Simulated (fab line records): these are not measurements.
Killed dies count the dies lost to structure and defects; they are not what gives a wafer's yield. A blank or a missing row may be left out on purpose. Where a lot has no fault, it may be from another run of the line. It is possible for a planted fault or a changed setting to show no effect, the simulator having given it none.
Chamber matching	flow sky130	hdpcvd-02 running SKY_VIA3_HDPCVD_00: 3 sister chambers
The step deposits SiO2, target thk 1635 nm, time 272.5 s. 6 wafers are shown with their chamber, then 7 later ones without.

EACH WAFER AND ITS CHAMBER
wafer	chamber	run-length-s (s)	susceptor-temp-C (C)
L711.1	0	300.9	400.21
L711.6	0	300.9	400.24
L712.5	2	300.9	399.83
L714.3	2	300.7	399.91
L721.3	1	300.3	400.38
L721.5	1	300.1	400.06

WAFERS MISSING THEIR CHAMBER
wafer	run-length-s (s)	susceptor-temp-C (C)
L721.6	301.1	400.07
L728.1	299.9	400.06
L728.3	300.8	400.16
L728.6	300.8	400.36
L731.2	300.2	399.78
L731.3	301.2	400.09
L731.5	300.2	399.91

THE CHAMBER EACH PASSED THROUGH
wafer	from the rows above	in truth
L721.6	can't be placed: 0 or 2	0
L728.1	1	1
L728.3	can't be placed: 0 or 2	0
L728.6	0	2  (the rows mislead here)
L731.2	can't be placed: 1 or 2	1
L731.3	can't be placed: 0 or 2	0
L731.5	1	1
Correctly placed: 2 of 7. From these rows, 4 cannot be placed; in 4 the true chamber is one of the candidates. 1 placed wrongly.
How it was worked out, from the rows above alone: a wafer's distance from a chamber is the root of the sum, over the readings, of the square of ((its reading less the chamber's mean) divided by the reading's scatter). The wafer belongs to the nearest chamber; if the next one is less than 2 further off, it can't be placed. The mean given for a chamber averages the wafers shown for that chamber. The scatter: take each reading less its chamber's mean, square it, sum over the shown wafers, divide by the number of wafers less the number of chambers, and take the root.
